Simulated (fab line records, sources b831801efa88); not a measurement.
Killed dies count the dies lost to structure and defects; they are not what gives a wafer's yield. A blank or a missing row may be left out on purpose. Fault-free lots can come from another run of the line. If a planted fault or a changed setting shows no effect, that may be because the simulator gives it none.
A struck lot beside a sound one -- flow sky130 -- 14 steps out of a route of 708
Sound: the wafers L496.2, L496.3, L496.4. Wafers L505.2, L505.5, L505.6 were the ones struck. Last of all comes the cause.
At each step with rows: each side's tool, then ch and its chambers, then its first start. Under that, the readings that differ: sound wafers -- struck wafers -- difference of the means -- sigmas: that difference in standard deviations of wafers without a fault.
alike: same words and numbers on both sides, and readings whose means sit less than 2 such deviations apart. not compared: any withheld reading, any reading some wafer has no value for, any bound like >300 that may hide the same value, and any number with overlapping values for which the record gives no deviation.
A row with sigmas, a row that says differs or no value, or rows on one side alone: a step with any of these is where the two part. Numbers that don't overlap but have no deviation are shown without sigmas and don't part them. A reading that every wafer of one side lacks parts them only if that side has two wafers or more.

first, 1 step without rows for these wafers: SKY_CAP2M_DEVELOP_11 (develop time 60 s).
SKY_CAP2M_OVL_MEAS_12:
  sound on overlay-01, day 45 06:25; struck on overlay-02, day 46 10:28
reading,sound,struck,difference,sigmas
CAP2M_OVL (nm),0.3 1.4 3.5,-1.1 -1.9 -3.4,-3.9,-2
SKY_CAP2M_METAL_ETCH_13: etches TiN in Cl2/BCl3, stops on SiO2, target depth 220 nm, time 62.9 s.
  sound on rie metal-01 ch 0,1, day 45 06:26; struck on rie metal-01 ch 0,1, day 46 10:29
  alike: drypump motor current A, oes product au, throttle valve pct
  not compared: rf hours counter h
SKY_CAP2M_STRIP_14: strips in O2/N2.
  sound on plasma asher-01 ch 0,1, day 45 06:31; struck on plasma asher-03 ch 0,1, day 46 10:34
  alike: drypump motor current A, oes product au, strip time to endpoint s
  not compared: rf hours counter h
then, 8 steps without rows for these wafers: SKY_CAP2M_STRIP_15 (strips in post etch residue remover, time 1200 s); SKY_CAP2M_CLEAN_16 (cleans in IPA, time 180 s); SKY_CAP2M_CLEAN_17 (cleans in O3/DIW); SKY_METAL4_DEHYDRATE_05 (time 60 s); SKY_METAL4_HMDS_06 (prime time 60 s); SKY_METAL4_COAT_07 (resist thk 60 nm); SKY_METAL4_COAT_08 (resist thk 1140 nm); SKY_METAL4_SOFTBAKE_09 (time 90 s).
SKY_METAL4_EXPOSE_10: exposes mask MM4, target cd 300 nm.
  struck on krf scanner-01, day 46 21:05; sound on krf scanner-02 ch 0, day 45 17:25
  no value came back on the struck wafers for exposure dose mJ cm2, focus offset nm (nm); on the sound wafers exposure dose mJ cm2 reads 27.95 27.94 27.94
  alike: mask
then, 1 step without rows for these wafers: SKY_METAL4_PEB_11.

## WHERE THEY PART
Last at SKY_METAL4_EXPOSE_10 as far as this record goes, first at SKY_CAP2M_OVL_MEAS_12.

WHY: what had been put in by the simulator
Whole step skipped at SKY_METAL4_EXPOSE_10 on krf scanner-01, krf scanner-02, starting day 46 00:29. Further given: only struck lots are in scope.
